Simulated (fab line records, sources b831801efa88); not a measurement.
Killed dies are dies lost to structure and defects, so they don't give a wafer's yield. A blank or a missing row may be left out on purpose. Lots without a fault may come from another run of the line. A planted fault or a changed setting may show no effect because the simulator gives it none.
One fault seen from 2 desks | flow sky130 | each desk has only its own numbers; what lay behind them comes last

THE METROLOGY DESK
What the gauges read, lot by lot, whatever tool the lot ran on: means of the sampled wafers that have a number. A lot is out of limits, marked OUT, if its mean lies more than 4 standard deviations from the usual mean; the brackets give that distance.
Columns: A = LDD_N_OVL at SKY_LDD_N_OVL_MEAS_07, usual -0.6 nm
lot  | first seen here | A
L764 | day 20 00:49    | 0.5
L769 | day 21 18:35    | -1.8
L770 | day 22 07:18    | -0.3
L771 | day 23 22:00    | -2.0
L776 | day 24 16:31    | 0.1
L780 | day 26 02:43    | -0.4
This desk's finding: nothing out of limits on any of the 6 lots.

THE TOOL OWNER'S DESK: implanter-02
The tool's own readings at SKY_LDD_N_IMPLANT_13: means of the sampled wafers that have a number, for each lot that ran on this tool. A lot is out of limits, marked OUT, if its mean lies more than 4 standard deviations from the usual mean; the brackets give that distance.
Columns: A = tilt_deg at SKY_LDD_N_IMPLANT_13, usual 29.999 degrees
lot  | first seen here | A
L764 | day 20 01:37    | 30.006
L769 | day 21 19:23    | -0.015 (-99 or more) OUT
L770 | day 22 08:05    | -0.001 (-99 or more) OUT
This desk's finding: out of limits on L769, L770; first on L769, day 21 19:23 (tilt_deg at SKY_LDD_N_IMPLANT_13). In limits: L764.

PUT TOGETHER
The tool owner's desk could have raised an alarm at day 21 19:23, on L769, L770.
The metrology desk saw nothing out of limits.
The metrology desk has L769, L770 on record, within its limits.
Of the lots named, all ran SKY_LDD_N_IMPLANT_13 on implanter-02.

WHAT THE SIMULATOR HAD PUT IN
Process parameter drift: implanter-02, from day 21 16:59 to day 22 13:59, at SKY_LDD_N_IMPLANT_13. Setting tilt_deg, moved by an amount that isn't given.
Lots struck among those shown: L769, L770.
Hours from the fault's start to each desk's first reading out of limits: the tool owner's desk, 2.
